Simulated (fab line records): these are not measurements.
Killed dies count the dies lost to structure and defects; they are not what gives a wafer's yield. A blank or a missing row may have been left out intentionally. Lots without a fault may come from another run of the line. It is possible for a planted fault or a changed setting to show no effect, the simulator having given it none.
fab line records	flow sky130
record lots=12	wafers=36	lastDay=50
route steps=708 shown METAL4@632 VIA4@641 METAL5@662 PAD_OPEN@708
lots untouched by any fault: they come from a run of this same line in which no faults occurred
startH: hours from the record's first day to the start of the lot's first wafer shown	waitH: time in hours since the lot's previous step	" unchanged from the row above	L1.1+2: a single row standing in for several wafers	- no value, or no start given	* or withheld: withheld	< > ~ a bound
route shown NAME@n: names a module that has steps shown in the file, with the first one's number in the route	usual: mean/standard deviation of fault-free wafers	same: alike in all rows	chamber/n: place in a boat	sites: the reading at each site	_std_site: standard deviation of those values	_edge_site: the outer-site mean with the inner-site mean subtracted	radiusMm: how far each site lies from the wafer's centre	mask NAME#n: copy n	behind: tool/chamber where the wafer was last shaped	hold: cause of the lot's hold/its duration in hours/its outcome	device: transistor that didn't switch, given as n, p or np	end of line: the same wafers' tests at the end of the route	a step with no rows: only its recipe	killed: count of dies lost to structure and defects at first sort (not the wafer's yield)	map: dies across one wafer; x = killed, . = not, _ = none there
set.NAME: the setting as run; set.NAME@STEP: as run at that earlier step	model.NAME: the simulator's own value behind a step, which no gauge read
a sample of lots followed through the steps of the route, with each step as a table and each wafer as a row
services: the hour from which a tool's chamber was out of use, counted from the record's first day as startH (under 0 if before that day), plus the number of hours and why
## steps
# step SKY_METAL4_ETCH_16
# recipe chemistry=N2/H2	target=BARC	ionEnergyEv=200	biasW=100	pressureMtorr=30	n2FlowSccm=100	h2FlowSccm=200	icpW=500	stopOn=SiO2	timeS=88.2	targetDepthA=600
# usual drypumpMotorCurrentA=5.6/0.49	oesProductAu=0.625/0.0044	throttleValvePct=13.205/0.0095
lot.wafer	tool	chamber	startH	waitH	drypumpMotorCurrentA	oesProductAu	rfHoursCounterH	throttleValvePct
L618.2	rieMetal-02	0	985.05	0.0	5.3	0.631	18	13.195
L618.3	"	1	"	"	6.4	0.630	-	13.226
L618.5	"	0	"	"	5.4	0.623	-	13.204
L620.1	rieMetal-01	0	1003.71	0.0	5.6	0.629	9	13.200
L620.3	"	1	"	"	5.6	0.630	-	13.209
L620.5	"	0	"	"	5.6	0.633	-	13.206
L622.4	rieMetal-02	1	1007.05	0.0	6.4	0.629	-	13.208
L622.5	"	0	"	"	5.4	0.628	-	13.208
L622.6	"	1	"	"	6.4	0.628	-	13.204
L621.2	rieMetal-01	1	1007.60	0.0	5.6	0.625	14	13.197
L621.5	"	0	"	"	5.6	0.626	-	13.230
L621.6	"	1	"	"	5.5	0.625	-	13.190
L623.1	rieMetal-02	1	1018.37	0.0	6.4	0.623	11	13.198
L623.2	"	0	"	"	5.3	0.625	20	13.197
L623.3	"	0	"	"	5.3	0.626	-	13.216
L624.1	rieMetal-01	1	1024.36	0.0	5.6	0.624	15	13.201
L624.4	"	1	"	"	5.6	0.624	-	13.197
L624.5	"	0	"	"	5.6	0.628	-	13.206
L627.3	rieMetal-02	0	1054.38	0.0	5.4	0.627	-	13.209
L627.4	"	1	"	"	6.4	0.630	-	13.199
L627.5	"	0	"	"	5.3	0.628	-	13.212
L628.2	rieMetal-02	0	1060.07	0.0	5.3	0.624	23	13.199
L628.4	"	0	"	"	5.3	0.627	-	13.208
L628.5	"	0	"	"	5.3	0.626	-	13.202
L631.1	rieMetal-02	1	1068.91	0.0	6.4	0.626	14	13.201
L631.4	"	1	"	"	6.4	0.623	-	13.202
L631.5	"	1	"	"	6.4	0.625	-	13.207
L632.2	rieMetal-02	1	1076.30	0.0	6.4	0.628	15	13.211
L632.5	"	1	"	"	6.4	0.634	-	13.191
L632.6	"	0	"	"	5.3	0.623	-	13.181
L634.2	rieMetal-02	0	1086.82	0.0	5.4	0.621	25	13.225
L634.3	"	1	"	"	6.4	0.623	-	13.216
L634.4	"	0	"	"	5.3	0.621	-	13.217
L640.1	rieMetal-01	1	1117.71	0.0	5.6	0.629	21	13.196
L640.3	"	0	"	"	5.6	0.621	-	13.199
L640.6	"	0	"	"	5.6	0.627	-	13.203
# step SKY_VIA4_CMP_02
# recipe material=SiO2	downForcePsi=4	platenRpm=60	padVelocityMS=0.94248
# usual motorCurrentA=12.2/1.7
lot.wafer	tool	chamber	startH	waitH	motorCurrentA
L618.2	cmp-01	1	986.26	0.1	12.0
L618.3	"	2	"	"	11.8
L618.5	"	0	"	"	9.7
L620.1	cmp-02	3	1005.01	0.2	10.1
L620.3	"	1	"	"	12.8
L620.5	"	0	"	"	11.8
L622.4	cmp-01	2	1008.29	0.2	11.1
L622.6	"	3	"	"	16.1
L622.5	"	0	"	"	10.3
L621.2	cmp-02	2	1008.83	0.1	14.5
L621.6	"	0	"	"	11.2
L621.5	"	1	"	"	12.7
L623.2	cmp-02	1	1019.50	0.0	12.4
L623.3	"	2	"	"	13.1
L623.1	"	0	"	"	10.5
L624.4	cmp-01	1	1025.59	0.1	12.2
L624.1	"	2	"	"	11.2
L624.5	"	0	"	"	10.4
L627.4	cmp-02	3	1055.61	0.1	9.9
L627.3	"	0	"	"	11.2
L627.5	"	1	"	"	12.5
L628.2	cmp-02	0	1061.41	0.1	10.8
L628.4	"	1	"	"	12.3
L628.5	"	2	"	"	14.9
L631.4	cmp-02	2	1070.23	0.1	14.3
L631.1	"	3	"	"	9.9
L631.5	"	0	"	"	11.5
L632.2	cmp-02	0	1077.77	0.3	10.4
L632.5	"	3	"	"	10.4
L632.6	"	0	"	"	10.7
L634.3	cmp-01	3	1088.31	0.4	15.7
L634.2	"	0	"	"	10.0
L634.4	"	1	"	"	13.0
L640.1	cmp-02	3	1118.98	0.1	9.8
L640.3	"	0	"	"	11.5
L640.6	"	1	"	"	12.5
# step SKY_VIA4_STRIP_13
# recipe chemistry=O2/N2	powerW=1400	pressureMtorr=1500	platenTempC=withheld	o2FlowSccm=3000	n2FlowSccm=300	overashFraction=0.5
# usual drypumpMotorCurrentA=5.8/0.4	oesProductAu=0.709/0.0046	stripTimeToEndpointS=12.800/0.026
lot.wafer	tool	chamber	startH	waitH	drypumpMotorCurrentA	oesProductAu	rfHoursCounterH	stripTimeToEndpointS
L618.2	plasmaAsher-01	1	1008.94	-	6.0	0.706	25	12.815
L618.3	"	1	"	"	6.0	0.707	-	12.752
L618.5	"	1	"	"	6.0	0.707	-	12.769
L620.1	plasmaAsher-02	1	1028.03	-	5.4	0.707	61	12.770
L620.3	"	0	"	"	6.2	0.709	-	12.820
L620.5	"	0	"	"	6.3	0.709	-	12.805
L622.4	plasmaAsher-03	1	1032.13	-	6.5	0.714	-	12.792
L622.5	"	1	"	"	6.5	0.709	-	12.834
L622.6	"	0	"	"	5.4	0.716	-	12.786
L621.2	plasmaAsher-02	1	1032.40	-	5.4	0.706	62	12.808
L621.5	"	1	"	"	5.4	0.710	-	12.839
L621.6	"	0	"	"	6.2	0.713	-	12.814
L623.1	plasmaAsher-03	0	1042.94	-	5.4	0.698	87	12.830
L623.2	"	1	"	"	6.6	0.705	87	12.794
L623.3	"	1	"	"	6.6	0.707	-	12.782
L624.1	plasmaAsher-02	1	1048.38	-	5.4	0.716	63	12.743
L624.4	"	0	"	"	6.3	0.709	-	12.795
L624.5	"	0	"	"	6.3	0.712	-	12.739
L627.3	plasmaAsher-01	0	1076.43	-	5.6	0.712	-	12.827
L627.4	"	1	"	"	6.1	0.707	-	12.821
L627.5	"	0	"	"	5.6	0.704	-	12.785
L628.2	plasmaAsher-02	1	1082.55	-	5.4	0.708	67	12.834
L628.4	"	1	"	"	5.4	0.712	-	12.765
L628.5	"	0	"	"	6.3	0.705	-	12.830
L631.1	plasmaAsher-02	0	1091.18	-	6.3	0.712	68	12.830
L631.4	"	1	"	"	5.4	0.713	-	12.804
L631.5	"	0	"	"	6.2	0.715	-	12.767
L632.2	plasmaAsher-02	0	1098.38	-	6.3	0.708	68	12.767
L632.5	"	0	"	"	6.3	0.710	-	12.826
L632.6	"	1	"	"	5.4	0.716	-	12.826
L634.2	plasmaAsher-01	1	1108.30	-	6.0	0.712	36	12.829
L634.3	"	1	"	"	6.1	0.706	-	12.865
L634.4	"	0	"	"	5.6	0.712	-	12.863
L640.1	plasmaAsher-02	0	1136.98	-	6.2	0.701	72	12.829
L640.3	"	1	"	"	5.4	0.712	-	12.804
L640.6	"	1	"	"	5.4	0.711	-	12.778
# step SKY_METAL5_SPUTTER_01
# recipe material=TiN	targetThkNm=20	powerW=6500	timeS=16.7	chamberPressurePa=0.4
# usual throttleValvePct=29.7/1.1
lot.wafer	tool	chamber	startH	waitH	throttleValvePct
L618.2	pvdSputter-01	-	1010.24	0.0	30.0
L618.3	"	-	"	"	30.5
L618.5	"	-	"	"	29.2
L620.1	pvdSputter-04	-	1029.35	0.0	28.5
L620.3	"	-	"	"	31.5
L620.5	"	-	"	"	31.7
L622.4	pvdSputter-01	-	1033.45	0.0	31.0
L622.5	"	-	"	"	29.8
L622.6	"	-	"	"	30.7
L621.2	pvdSputter-02	-	1033.72	0.0	30.6
L621.5	"	-	"	"	29.1
L621.6	"	-	"	"	30.0
L623.1	pvdSputter-01	-	1044.28	0.0	30.0
L623.2	"	-	"	"	30.8
L623.3	"	-	"	"	29.2
L624.1	pvdSputter-02	-	1049.87	0.0	28.4
L624.4	"	-	"	"	30.3
L624.5	"	-	"	"	30.2
L627.3	pvdSputter-02	-	1077.74	0.0	30.6
L627.4	"	-	"	"	29.5
L627.5	"	-	"	"	30.4
L628.2	pvdSputter-01	-	1083.89	0.0	30.7
L628.4	"	-	"	"	29.1
L628.5	"	-	"	"	30.3
L631.1	pvdSputter-02	-	1092.58	0.0	28.3
L631.4	"	-	"	"	30.2
L631.5	"	-	"	"	28.0
L632.2	pvdSputter-04	-	1099.69	0.0	29.2
L632.5	"	-	"	"	28.9
L632.6	"	-	"	"	31.6
L634.2	pvdSputter-02	-	1109.61	0.0	28.3
L634.3	"	-	"	"	30.2
L634.4	"	-	"	"	30.5
L640.1	pvdSputter-01	-	1139.55	0.0	29.8
L640.3	"	-	"	"	29.3
L640.6	"	-	"	"	30.2
# step SKY_PAD_OPEN_PROBE_99
# usual defectLimitedYield=82.3/2	killed_at_M0_to_M3=43/7.3	killed_at_M4_up=3.2/1.8	killedAtContacts=24/5.8	killedAtFrontEnd=16/4.5	killedAtOther=0.3/0.53	killedDies=87/9.9	killedOpen=48/6.8	killedShort=39/6.9	sort_bin_3_pad_short=0.8/0.42	sort_bin_5_function=10.4/1.6	sort_bin_6_memory=6.4/1.2	sortNPass=405/9.9	sortYieldPct=82.3/2
# same grossDies=492	killedAtBackSide=0	sort_bin_4_leakage[%]=0	sort_bin_8_speed[%]=0
lot.wafer	tool	chamber	startH	waitH	defectLimitedYield[%]	killed_at_M0_to_M3	killed_at_M4_up	killedAtContacts	killedAtFrontEnd	killedAtOther	killedDies	killedOpen	killedShort	sort_bin_3_pad_short[%]	sort_bin_5_function[%]	sort_bin_6_memory[%]	sortNPass	sortYieldPct[%]
L632.2	prober-02	-	1158.31	0.1	74.8	47	50	16	11	0	124	46	31	1.2	17.3	6.7	368	74.8
L632.5	prober-02	-	1158.46	0.2	77.6	34	48	18	10	0	110	35	30	1.6	12.8	7.9	382	77.6
L632.6	prober-02	-	1158.51	0.2	75.8	40	48	14	17	0	119	38	38	2.0	17.9	4.3	373	75.8
L634.2	prober-02	-	1168.10	0.1	75.2	41	45	26	10	0	122	49	31	1.6	15.0	8.1	370	75.2
L634.3	prober-02	-	1168.15	0.2	72.8	39	47	22	26	0	134	45	47	2.8	16.1	8.3	358	72.8
L634.4	prober-02	-	1168.20	0.2	74.6	49	44	16	16	0	125	39	47	2.6	15.9	6.9	367	74.6
# killed by level:class
L632.2 METAL4:unspecified=47 VIA1:geometricParticle:open=11 VIA2:geometricParticle:open=8 CONTACT:geometricParticle:open=7 VIA3:geometricParticle:open=7 CONTACT:geometricParticle:short=6 FIELD_ISO:geometricParticle:open=5 VIA1:geometricParticle:short=5
L632.5 METAL4:unspecified=45 VIA1:geometricParticle:open=8 CONTACT:geometricParticle:open=6 POLY_GATE:geometricParticle:open=5 FIELD_ISO:geometricParticle:open=4 VIA2:geometricParticle:short=4 LOCAL_INTERCONNECT:geometricParticle:short=4 CONTACT:geometricParticle:short=4
L632.6 METAL4:unspecified=43 VIA1:geometricParticle:open=11 FIELD_ISO:geometricParticle:short=9 METAL2:geometricParticle:short=6 LI_CONTACT:geometricParticle:open=5 METAL1:geometricParticle:short=5 METAL4:geometricParticle:short=5 CONTACT:geometricParticle:open=4
L634.2 METAL4:unspecified=42 CONTACT:geometricParticle:open=13 VIA1:geometricParticle:open=10 VIA1:geometricParticle:short=6 LI_CONTACT:geometricParticle:open=6 FIELD_ISO:geometricParticle:open=4 METAL2:geometricParticle:short=4 VIA2:geometricParticle:open=4
L634.3 METAL4:unspecified=42 VIA1:geometricParticle:open=8 FIELD_ISO:geometricParticle:short=7 VIA3:geometricParticle:open=7 VIA2:geometricParticle:open=6 SPACER:geometricParticle:short=5 LI_CONTACT:geometricParticle:open=5 LOCAL_INTERCONNECT:geometricParticle:short=5
L634.4 METAL4:unspecified=39 VIA2:geometricParticle:open=10 VIA1:geometricParticle:open=8 FIELD_ISO:geometricParticle:short=7 VIA1:geometricParticle:short=7 VIA3:geometricParticle:open=6 LOCAL_INTERCONNECT:geometricParticle:short=5 LI_CONTACT:geometricParticle:open=5
## services
tool	chamber	startH	hours	kind
cmp-01	-	970.87	0.7	repair
cmp-02	-	982.27	5.7	repair
cmp-02	-	985.78	0.9	repair
cmp-01	-	1000.58	7.5	pm
cmp-02	-	1028.72	1.2	repair
cmp-01	-	1037.15	3.0	repair
cmp-01	-	1047.71	5.2	repair
pvdSputter-01	-	1065.34	3.5	repair
plasmaAsher-02	-	1076.80	2.8	pm
cmp-01	-	1077.28	0.8	repair
cmp-02	-	1084.17	4.0	pm
cmp-02	-	1088.17	-	consumableReplace:conditioner
cmp-02	-	1088.17	-	consumableReplace:pad
cmp-02	-	1088.17	3.4	pm
pvdSputter-02	-	1096.19	4.7	repair
cmp-01	-	1118.32	9.0	pm
cmp-02	-	1123.47	2.3	repair
cmp-02	-	1127.29	17.4	pm
pvdSputter-02	-	1132.00	3.6	repair
cmp-01	-	1137.08	0.3	repair
plasmaAsher-02	-	1139.34	0.8	repair
## key
firstSign step=SKY_PAD_OPEN_PROBE_99	reading=killed_at_M4_up	direction=up	sigmas=24	usual=3.2	struck=47
effect step=SKY_PAD_OPEN_PROBE_99	reading=defectLimitedYield	direction=down	sigmas=3.6	usual=82.3	struck=75.1
metAt SKY_METAL4_ETCH_16
struckLots L632,L634
notActingAt SKY_VIA4_CMP_02,SKY_VIA4_STRIP_13,SKY_METAL5_SPUTTER_01
onsetBetween 1068.91 1076.30
fault kind=chamberParticleSource	tool=rieMetal-02	chamber=-	onsetH=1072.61	steps=SKY_METAL4_ETCH_16	ratePerVisitCm2=0.45117	endH=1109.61
